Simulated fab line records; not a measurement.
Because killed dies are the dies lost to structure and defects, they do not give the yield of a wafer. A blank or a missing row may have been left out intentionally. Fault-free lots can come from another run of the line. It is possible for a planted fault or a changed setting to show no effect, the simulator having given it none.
Which tool was responsible? -- flow sky130 -- Sampling: 11 lots, 33 wafers, 3 of 708 route steps

## WHAT THE GAUGES READ, wafer by wafer
SKY_SONOS_TUNNEL_CD_MEAS_07 targets a cd of 410 nm.
lot,measured,on,cdNm (nm)
L796,day 11 09:02,cdSem-01,412.1 411.9 410.1
L797,day 11 14:12,cdSem-01,407.9 406.4 405.5
L798,day 11 20:02,cdSem-01,408.5 409.7 412.1
L801,day 12 21:25,cdSem-01,412.4 410.5 410.7
L803,day 13 17:00,cdSem-01,414.1 408.0 411.0
L806,day 14 16:03,cdSem-01,- - -
L811,day 16 23:09,cdSem-02,411.2 410.6 409.8
L816,day 18 02:38,cdSem-02,410.8 409.2 409.1
L817,day 18 09:03,cdSem-01,408.5 408.6 407.1
L818,day 18 19:29,cdSem-01,414.2 413.8 412.7
L819,day 19 02:41,cdSem-01,413.6 411.0 411.2

## EACH LOT AND THE TOOL THAT RAN IT (in order: tool; ch and the chambers of the sampled wafers; start)
lot,SKY_FIELD_ISO_ETCH_14,SKY_SONOS_TUNNEL_EXPOSE_04
L796,"rieDiel-04 ch 1,2, day 2 05:25","ilineStepper-01 ch 0, day 10 21:38"
L797,"rieDiel-03 ch 0,3, day 2 11:16","ilineStepper-01 ch 0, day 11 02:33"
L798,"rieDiel-02 ch 1,2,3, day 2 15:09","ilineStepper-01 ch 0, day 11 08:05"
L801,"rieDiel-02 ch 1,2, day 3 07:34","ilineStepper-01 ch 0, day 12 09:55"
L803,"rieDiel-03 ch 0,1, day 3 18:01","ilineStepper-02 ch 0, day 13 04:30"
L806,"rieDiel-04 ch 2,3, day 4 08:22","ilineStepper-01 ch 0, day 14 02:31"
L811,"rieDiel-03 ch 1,2, day 5 13:34","ilineStepper-02 ch 0, day 16 09:06"
L816,"rieDiel-02 ch 2,3, day 6 13:28","ilineStepper-02 ch 0, day 17 12:09"
L817,"rieDiel-04 ch 0,1,3, day 6 18:09","ilineStepper-01 ch 0, day 17 17:58"
L818,"rieDiel-03 ch 0,2,3, day 6 23:36","ilineStepper-02 ch 0, day 18 04:42"
L819,"rieDiel-04 ch 2,3, day 7 06:49","ilineStepper-01 ch 0, day 18 12:00"
- SKY_FIELD_ISO_ETCH_14: etches BARC in N2/H2, stops on SiO2, time 45.9 s, target depth 60 nm.
- SKY_SONOS_TUNNEL_EXPOSE_04: exposes mask TUNM, target cd 410 nm.

## THE ANSWER, worked out from the rows above alone
Rule: the usual values come from the lots themselves. Put in order of their means at a reading, lots are off if they are a third of the lots or fewer, leave a main group of 4 or more, and stand apart from it by a gap of 3 or more times the standard deviation of the main group's means; of several such gaps the widest counts. Not used: any main group whose means are identical at the precision the tables above print for the reading. Also off: a lot with no number at a reading for which 4 or more lots have one. Where the step has rows for the other lots, those lots are counted as sound.
Off: L806, at SKY_SONOS_TUNNEL_CD_MEAS_07 (cdNm). Without a number there: L806. Mean 410.4 nm and standard deviation 1.9 in the main group.
If a tool, at a process step before that reading, ran all the lots that are off and no sound lot after the first of them, it fits. Those tools and the gauges at SKY_SONOS_TUNNEL_CD_MEAS_07 are tried in the same way. No candidate that was tried fits.

## WHAT WAS PUT IN BY THE SIMULATOR
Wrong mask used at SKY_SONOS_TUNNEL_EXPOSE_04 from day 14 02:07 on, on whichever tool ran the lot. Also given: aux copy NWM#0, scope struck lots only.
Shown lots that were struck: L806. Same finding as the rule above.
